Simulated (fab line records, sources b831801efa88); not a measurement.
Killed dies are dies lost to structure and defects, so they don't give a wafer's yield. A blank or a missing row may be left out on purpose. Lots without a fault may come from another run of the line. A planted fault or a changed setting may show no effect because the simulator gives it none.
Chamber matching | flow gf180mcu | GF_V5_CMP_26 on cmp-01: 4 sister chambers
The step polishes, stops on SiO2, t overpolish 15 s, target thk 0 nm. 18 wafers are shown with their chamber, then 9 later ones without.

WAFERS WITH THEIR CHAMBER
wafer  | chamber | motor_current_A (A) | time_to_endpoint_s (s) | overpolish_run_s (s)
L134.3 | 0       | 10.1                | 85.0                   | 15.004
L134.4 | 2       | 9.0                 | 85.2                   | 15.009
L134.5 | 2       | 9.9                 | 84.7                   | 14.994
L136.1 | 1       | 10.5                | 86.9                   | 15.000
L136.3 | 0       | 9.9                 | 83.7                   | 14.992
L136.4 | 2       | 9.6                 | 83.9                   | 15.006
L138.2 | 3       | 10.5                | 86.5                   | 15.007
L138.3 | 2       | 9.9                 | 88.0                   | 14.988
L138.6 | 2       | 9.9                 | 85.4                   | 14.986
L143.1 | 3       | 10.7                | 84.0                   | 14.996
L143.3 | 1       | 10.2                | 88.0                   | 15.002
L143.4 | 0       | 9.9                 | 85.9                   | 14.996
L144.1 | 3       | 10.8                | 80.9                   | 15.001
L144.2 | 1       | 10.4                | 87.0                   | 15.011
L144.6 | 0       | 9.4                 | 88.1                   | 14.990
L147.1 | 3       | 10.0                | 86.3                   | 14.986
L147.2 | 1       | 10.2                | 89.8                   | 15.000
L147.3 | 0       | 9.5                 | 84.8                   | 14.993

SIGNATURES (means of the wafers above)
reading            | chamber 0 | chamber 1 | chamber 2 | chamber 3 | scatter within a chamber
motor_current_A    | 9.760     | 10.325    | 9.660     | 10.500    | 0.318
time_to_endpoint_s | 85.500    | 87.925    | 85.440    | 84.425    | 1.82
overpolish_run_s   | 14.99500  | 15.00325  | 14.99660  | 14.99750  | 0.00791
Rule: a wafer's distance from a chamber is the root of the sum, over the readings, of the square of ((its reading less the chamber's mean) divided by the reading's scatter). The wafer belongs to the nearest chamber; if the next one is less than 2 further off, it can't be placed. The scatter: the root of (the sum of the squares of (reading less its chamber's mean) over the shown wafers, divided by (wafers less chambers)).

WAFERS WITHOUT THEIR CHAMBER
wafer  | motor_current_A (A) | time_to_endpoint_s (s) | overpolish_run_s (s)
L155.4 | 9.2                 | 82.8                   | 14.998
L155.5 | 9.8                 | 82.3                   | 14.995
L155.6 | 10.7                | 82.4                   | 15.013
L156.1 | 9.6                 | 83.4                   | 15.009
L156.3 | 10.7                | 83.1                   | 14.984
L156.4 | 10.7                | 88.1                   | 14.991
L157.3 | 10.5                | 86.0                   | 15.018
L157.5 | 10.1                | 87.2                   | 15.002
L157.6 | 9.6                 | 86.9                   | 14.991

WHICH CHAMBER EACH WENT THROUGH
wafer  | from the rows above               | in truth
L155.4 | can't be placed: 2 or 0           | 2
L155.5 | can't be placed: 0 or 2 or 3 or 1 | 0
L155.6 | can't be placed: 3 or 1 or 0 or 2 | 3
L156.1 | can't be placed: 2 or 0 or 3 or 1 | 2
L156.3 | can't be placed: 3 or 0 or 1 or 2 | 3
L156.4 | can't be placed: 1 or 3 or 0 or 2 | 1
L157.3 | can't be placed: 1 or 3 or 0 or 2 | 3
L157.5 | can't be placed: 1 or 0 or 2 or 3 | 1
L157.6 | can't be placed: 0 or 2 or 1      | 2
Placed correctly: 0 of 9. Can't be placed from these rows: 9 (the true chamber is among the candidates in 9). Placed wrongly: 0.
